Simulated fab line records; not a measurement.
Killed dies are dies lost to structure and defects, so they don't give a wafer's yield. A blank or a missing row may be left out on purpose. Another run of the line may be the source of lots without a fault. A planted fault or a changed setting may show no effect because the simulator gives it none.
A lot that was struck, set against a sound lot -- flow sky130 -- 16 steps out of a route of 708
Sound: these wafers, L438.1, L438.3, L438.5. Struck: wafers L423.1, L423.4, L423.6. The cause comes at the end.
Order at every step that has rows: each side's tool, ch and its chambers, its first start. Under that, the readings that differ: sound wafers -- struck wafers -- difference of the means -- sigmas: that difference in standard deviations of wafers without a fault.
alike: same words and numbers on both sides, and readings whose means sit less than 2 such deviations apart. not compared: any withheld reading, any reading some wafer has no value for, any bound like >300 that may hide the same value, and any number with overlapping values for which the record gives no deviation.
The two part at a step that has a row with sigmas, a row that says differs or no value, or rows on one side only. Numbers that don't overlap but have no deviation are shown without sigmas and don't part them. A reading that every wafer of one side lacks parts them only if that side has two wafers or more.

first, 5 steps without rows for these wafers: SKY_LI_CONTACT_COAT_07 (resist thk 450 nm); SKY_LI_CONTACT_SOFTBAKE_08 (time 90 s); SKY_LI_CONTACT_EXPOSE_09 (exposes mask LICM1, target cd 170 nm); SKY_LI_CONTACT_PEB_10; SKY_LI_CONTACT_DEVELOP_11 (develop time 60 s).
SKY_LI_CONTACT_CD_MEAS_12: target cd 170 nm.
  sound on cdSem-01, day 35 08:38; struck on cdSem-01, day 30 01:01
  alike: cdNm
SKY_LI_CONTACT_OVL_MEAS_13:
  sound on overlay-02, day 35 08:46; struck on overlay-02, day 30 01:08
  alike: LI_CONTACT_OVL
SKY_LI_CONTACT_ETCH_14: etches BARC in N2/H2, stops on SiO2, time 45.9 s, target depth 60 nm.
  sound on rieDiel-04 ch 0,2, day 35 08:47; struck on rieDiel-01 ch 0,2, day 30 01:11
  alike: drypumpMotorCurrentA, oesProductAu, throttleValvePct
  not compared: rfHoursCounterH
SKY_LI_CONTACT_ETCH_15: etches PSG in C4F8/O2/Ar, stops on Si, target depth 600 nm.
  sound on rieDiel-04 ch 0,2, day 35 08:50; struck on rieDiel-01 ch 0,2, day 30 01:13
  alike: oesProductAu
SKY_LI_CONTACT_STRIP_16: strips in O2/N2.
  sound on plasmaAsher-03 ch 0,1, day 35 08:55; struck on plasmaAsher-02 ch 1, day 30 01:19
  alike: drypumpMotorCurrentA, oesProductAu, stripTimeToEndpointS
  not compared: rfHoursCounterH
then, 2 steps without rows for these wafers: SKY_LI_CONTACT_CLEAN_17 (cleans in NMP, time 600 s); SKY_LI_CONTACT_PRE_CLEAN_18 (time 5.6 s).
SKY_LI_CONTACT_SPUTTER_19: material Ti, target thk 20 nm, time 106.37 s.
  sound on pvdSputter-01, day 35 09:15; struck on pvdSputter-01, day 30 01:36
  no value came back on the struck wafers for cathodeDcPowerW (W), chamberPressurePa (Pa), throttleValvePct (%); on the sound wafers cathodeDcPowerW (W) reads 2500.4 2499.6 2499.4
SKY_LI_CONTACT_SPUTTER_20: material TiN, target thk 20 nm, time 80 s.
  sound on pvdSputter-01, day 35 09:20; struck on pvdSputter-01, day 30 01:41
  alike: cathodeDcPowerW, chamberPressurePa, throttleValvePct
SKY_LI_CONTACT_CVD_21: deposits W, target thk 400 nm, time 120.56 s.
  sound on cvdW-01 ch 1, day 35 09:23; struck on cvdW-02 ch 1, day 30 01:44
  alike: heaterPowerW
  not compared: sinceWetCleanH
-- here the record skips 16 days between the struck wafers' starts before and after, leaving off in module LI_CONTACT and picking up in module PAD_OPEN (first step shown: number 708 of the route) --
SKY_PAD_OPEN_PROBE_99:
  record: rows for the struck wafers here (prober-02, day 46 12:15), none for the sound ones

== WHERE THEY PART ==
First at SKY_LI_CONTACT_SPUTTER_19; last, within this record, at SKY_PAD_OPEN_PROBE_99.

WHY: what the simulator had put in
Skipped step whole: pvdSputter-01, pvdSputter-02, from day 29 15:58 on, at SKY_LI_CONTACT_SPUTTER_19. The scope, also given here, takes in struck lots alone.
